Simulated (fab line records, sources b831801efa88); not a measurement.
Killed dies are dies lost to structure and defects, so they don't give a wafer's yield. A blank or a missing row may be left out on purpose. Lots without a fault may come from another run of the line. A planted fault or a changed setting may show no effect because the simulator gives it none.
Chamber matching | flow sky130 | SKY_VIA2_ETCH_15 on rie_diel-04: 4 sister chambers
The step etches SiO2 in C4F8/O2/Ar, stops on TiN, target depth 546 nm, time 84 s. 8 wafers are shown with their chamber, then 8 later ones without.

WAFERS WITH THEIR CHAMBER
wafer  | chamber | oes_product_au (a.u.)
L081.3 | 1       | 0.938
L082.5 | 2       | 0.937
L083.5 | 0       | 0.949
L083.6 | 3       | 0.941
L088.1 | 3       | 0.946
L088.2 | 0       | 0.933
L088.3 | 1       | 0.937
L092.2 | 2       | 0.938

WAFERS WITHOUT THEIR CHAMBER
wafer  | oes_product_au (a.u.)
L092.3 | 0.929
L092.4 | 0.933
L094.2 | 0.936
L094.3 | 0.944
L094.5 | 0.931
L096.1 | 0.939
L096.3 | 0.942
L096.4 | 0.934

WHICH CHAMBER EACH WENT THROUGH
wafer  | from the rows above               | in truth
L092.3 | can't be placed: 1 or 2 or 0 or 3 | 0
L092.4 | can't be placed: 1 or 2 or 0 or 3 | 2
L094.2 | can't be placed: 1 or 2 or 0 or 3 | 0
L094.3 | can't be placed: 3 or 0 or 1 or 2 | 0
L094.5 | can't be placed: 1 or 2 or 0 or 3 | 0
L096.1 | can't be placed: 1 or 2 or 0 or 3 | 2
L096.3 | can't be placed: 0 or 3 or 1 or 2 | 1
L096.4 | can't be placed: 1 or 2 or 0 or 3 | 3
Placed correctly: 0 of 8. Can't be placed from these rows: 8 (the true chamber is among the candidates in 8). Placed wrongly: 0.
How it was worked out, from the rows above alone: a wafer's distance from a chamber is the root of the sum, over the readings, of the square of ((its reading less the chamber's mean) divided by the reading's scatter). The wafer belongs to the nearest chamber; if the next one is less than 2 further off, it can't be placed. A chamber's mean is the mean of its shown wafers. The scatter: the root of (the sum of the squares of (reading less its chamber's mean) over the shown wafers, divided by (wafers less chambers)).
